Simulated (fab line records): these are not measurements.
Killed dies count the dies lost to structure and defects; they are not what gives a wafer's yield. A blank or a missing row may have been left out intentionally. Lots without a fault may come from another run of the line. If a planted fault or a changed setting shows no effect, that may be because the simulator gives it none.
The tool behind it: which one? :: flow sky130 :: Sampling: 12 lots, 36 wafers, 4 of 708 route steps

## WHAT EACH GAUGE READ, for each wafer
SKY_POLY_GATE_THK_MEAS_01.
lot: L164
measured: day 13 22:16
on: film-metro-02
POLY_GATE_CVD_00_THK (nm): 181.7 181.6 182.0

lot: L168
measured: day 15 08:08
on: film-metro-04
POLY_GATE_CVD_00_THK (nm): 180.8 180.4 179.5

lot: L167
measured: day 15 08:11
on: film-metro-01
POLY_GATE_CVD_00_THK (nm): 179.0 179.8 179.3

lot: L169
measured: day 16 02:56
on: film-metro-02
POLY_GATE_CVD_00_THK (nm): 179.1 177.7 181.2

lot: L170
measured: day 16 12:21
on: film-metro-01
POLY_GATE_CVD_00_THK (nm): 179.8 181.0 181.1

lot: L173
measured: day 17 12:38
on: film-metro-04
POLY_GATE_CVD_00_THK (nm): 181.1 179.9 180.8

lot: L177
measured: day 18 23:50
on: film-metro-04
POLY_GATE_CVD_00_THK (nm): 180.7 181.1 179.8

lot: L180
measured: day 19 23:37
on: film-metro-01
POLY_GATE_CVD_00_THK (nm): 180.4 182.0 182.3

lot: L185
measured: day 21 12:00
on: film-metro-04
POLY_GATE_CVD_00_THK (nm): 183.0 180.7 181.1

lot: L184
measured: day 21 18:41
on: film-metro-02
POLY_GATE_CVD_00_THK (nm): 180.5 179.8 180.1

lot: L186
measured: day 22 01:53
on: film-metro-04
POLY_GATE_CVD_00_THK (nm): 179.7 179.0 178.3

lot: L187
measured: day 22 03:07
on: film-metro-04
POLY_GATE_CVD_00_THK (nm): 180.9 181.0 179.4

SKY_POLY_GATE_CD_MEAS_13 targets a cd of 150 nm.
lot: L164
measured: day 16 07:17
on: cd-sem-02
cd-nm (nm): 149.1 150.0 148.9

lot: L168
measured: day 17 17:11
on: cd-sem-02
cd-nm (nm): 150.2 151.4 151.3

lot: L167
measured: day 17 17:04
on: cd-sem-01
cd-nm (nm): 151.0 149.7 150.8

lot: L169
measured: day 18 12:52
on: cd-sem-01
cd-nm (nm): 151.8 151.0 151.1

lot: L170
measured: day 18 23:52
on: cd-sem-01
cd-nm (nm): 149.5 149.2 148.6

lot: L173
measured: day 20 02:37
on: cd-sem-01
cd-nm (nm): 150.6 150.4 151.0

lot: L177
measured: day 21 15:41
on: cd-sem-02
cd-nm (nm): 148.3 149.9 149.1

lot: L180
measured: day 22 16:33
on: cd-sem-01
cd-nm (nm): 150.9 150.2 150.3

lot: L185
measured: day 24 02:20
on: cd-sem-02
cd-nm (nm): 144.3 143.9 143.1

lot: L184
measured: day 24 09:18
on: cd-sem-01
cd-nm (nm): 148.3 151.2 150.4

lot: L186
measured: day 24 17:34
on: cd-sem-01
cd-nm (nm): 144.6 144.9 144.4

lot: L187
measured: day 24 17:56
on: cd-sem-02
cd-nm (nm): 149.3 149.1 148.3

## WHAT TOOL EACH LOT RAN ON (gives the tool, then ch and the chambers of the sampled wafers, and finally the start)
lot: L164
SKY_SONOS_ONO_ETCH_15: rie-diel-04 ch 0,1, day 12 14:52
SKY_POLY_GATE_DEVELOP_12: litho-track-02 ch 0, day 16 07:00

lot: L168
SKY_SONOS_ONO_ETCH_15: rie-diel-04 ch 1,2, day 13 23:22
SKY_POLY_GATE_DEVELOP_12: litho-track-02 ch 0, day 17 17:00

lot: L167
SKY_SONOS_ONO_ETCH_15: rie-diel-01 ch 1,3, day 13 23:35
SKY_POLY_GATE_DEVELOP_12: litho-track-03 ch 0, day 17 16:00

lot: L169
SKY_SONOS_ONO_ETCH_15: rie-diel-02 ch 1,2,3, day 14 09:20
SKY_POLY_GATE_DEVELOP_12: litho-track-03 ch 0, day 18 12:00

lot: L170
SKY_SONOS_ONO_ETCH_15: rie-diel-01 ch 0,1, day 14 23:02
SKY_POLY_GATE_DEVELOP_12: litho-track-01 ch 0, day 18 23:00

lot: L173
SKY_SONOS_ONO_ETCH_15: rie-diel-02 ch 1,2,3, day 15 14:01
SKY_POLY_GATE_DEVELOP_12: litho-track-03 ch 0, day 20 02:00

lot: L177
SKY_SONOS_ONO_ETCH_15: rie-diel-02 ch 0,2,3, day 17 06:08
SKY_POLY_GATE_DEVELOP_12: litho-track-02 ch 0, day 21 15:00

lot: L180
SKY_SONOS_ONO_ETCH_15: rie-diel-01 ch 0,1,3, day 18 10:23
SKY_POLY_GATE_DEVELOP_12: litho-track-01 ch 0, day 22 16:00

lot: L185
SKY_SONOS_ONO_ETCH_15: rie-diel-01 ch 0,1,3, day 20 00:58
SKY_POLY_GATE_DEVELOP_12: litho-track-03 ch 0, day 24 02:00

lot: L184
SKY_SONOS_ONO_ETCH_15: rie-diel-01 ch 0,2,3, day 20 04:40
SKY_POLY_GATE_DEVELOP_12: litho-track-01 ch 0, day 24 09:00

lot: L186
SKY_SONOS_ONO_ETCH_15: rie-diel-02 ch 0,1, day 20 07:50
SKY_POLY_GATE_DEVELOP_12: litho-track-03 ch 0, day 24 17:00

lot: L187
SKY_SONOS_ONO_ETCH_15: rie-diel-04 ch 1,2, day 20 14:14
SKY_POLY_GATE_DEVELOP_12: litho-track-01 ch 0, day 24 17:00
- SKY_SONOS_ONO_ETCH_15: etches the open film in CHF3/O2, target depth 19.52 nm, time 7.8 s.
- SKY_POLY_GATE_DEVELOP_12: develop time 60 s.

## AS READ BY THE TOOLS THEMSELVES (means over the sampled wafers that have a number; for cases with no such wafer, the mark the record gives instead)
SKY_SONOS_ONO_ETCH_15.
lot: L164
tool: rie-diel-04
chf3-flow-sccm (sccm): 50.06
drypump-motor-current-A (A): 5.5
oes-product-au (a.u.): 0.996
throttle-valve-pct (%): 8.822

lot: L168
tool: rie-diel-04
chf3-flow-sccm (sccm): 49.95
drypump-motor-current-A (A): 6.0
oes-product-au (a.u.): 0.999
throttle-valve-pct (%): 8.831

lot: L167
tool: rie-diel-01
chf3-flow-sccm (sccm): 50.03
drypump-motor-current-A (A): 6.2
oes-product-au (a.u.): 0.998
throttle-valve-pct (%): 8.818

lot: L169
tool: rie-diel-02
chf3-flow-sccm (sccm): 50.02
drypump-motor-current-A (A): 5.7
oes-product-au (a.u.): 0.991
throttle-valve-pct (%): 8.831

lot: L170
tool: rie-diel-01
chf3-flow-sccm (sccm): 49.95
drypump-motor-current-A (A): 6.0
oes-product-au (a.u.): 0.998
throttle-valve-pct (%): 8.825

lot: L173
tool: rie-diel-02
chf3-flow-sccm (sccm): 50.01
drypump-motor-current-A (A): 5.7
oes-product-au (a.u.): 1.000
throttle-valve-pct (%): 8.830

lot: L177
tool: rie-diel-02
chf3-flow-sccm (sccm): 49.96
drypump-motor-current-A (A): 5.2
oes-product-au (a.u.): 1.006
throttle-valve-pct (%): 8.823

lot: L180
tool: rie-diel-01
chf3-flow-sccm (sccm): 50.00
drypump-motor-current-A (A): 6.0
oes-product-au (a.u.): 0.996
throttle-valve-pct (%): 8.830

lot: L185
tool: rie-diel-01
chf3-flow-sccm (sccm): 49.83
drypump-motor-current-A (A): 6.1
oes-product-au (a.u.): 0.999
throttle-valve-pct (%): 8.821

lot: L184
tool: rie-diel-01
chf3-flow-sccm (sccm): 50.00
drypump-motor-current-A (A): 6.2
oes-product-au (a.u.): 0.989
throttle-valve-pct (%): 8.828

lot: L186
tool: rie-diel-02
chf3-flow-sccm (sccm): 49.97
drypump-motor-current-A (A): 6.1
oes-product-au (a.u.): 1.002
throttle-valve-pct (%): 8.817

lot: L187
tool: rie-diel-04
chf3-flow-sccm (sccm): 50.02
drypump-motor-current-A (A): 5.9
oes-product-au (a.u.): 0.990
throttle-valve-pct (%): 8.814

## THE ANSWER, worked out from the rows above alone
Rule: what is usual is taken from the lots themselves. The widest of any qualifying gaps counts: lots, ordered by their means at a reading, are off when they make up no more than a third of the lots, leave a main group of 4 or more, and stand apart from it by 3 or more times the standard deviation of that group's means. A main group whose means are all the same, to the digits that the tables above print for the reading, isn't used. Also off: a lot with no number at a reading for which 4 or more lots have one. Where the step has rows for the other lots, those lots are counted as sound. After the gauges, taken in route order, come the tools' own readings; for these a lot's mean is taken, as printed above. The first step at which some lot is off is used, and at that step the reading that is off furthest; a lot without a number counts as furthest.
Off at SKY_POLY_GATE_CD_MEAS_13 (cd-nm): L185, L186. The main group: mean 150.0 nm, standard deviation 0.82.
A tool fits if, at a process step before that reading, it ran every lot that is off, and no sound lot after the first of them. Gauges at SKY_POLY_GATE_CD_MEAS_13: tried the same way as those tools. One candidate fits, namely litho-track-03 at SKY_POLY_GATE_DEVELOP_12. A fault onset in the window from L173 (day 20 02:00, its last sound lot) to L185 (day 24 02:00, its first lot off) fits.

## WHAT THE SIMULATOR HAD INSERTED
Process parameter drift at SKY_POLY_GATE_DEVELOP_12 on litho-track-03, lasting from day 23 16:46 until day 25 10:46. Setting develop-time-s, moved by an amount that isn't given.
Shown lots that were struck: L185, L186. Same finding as the rule above.
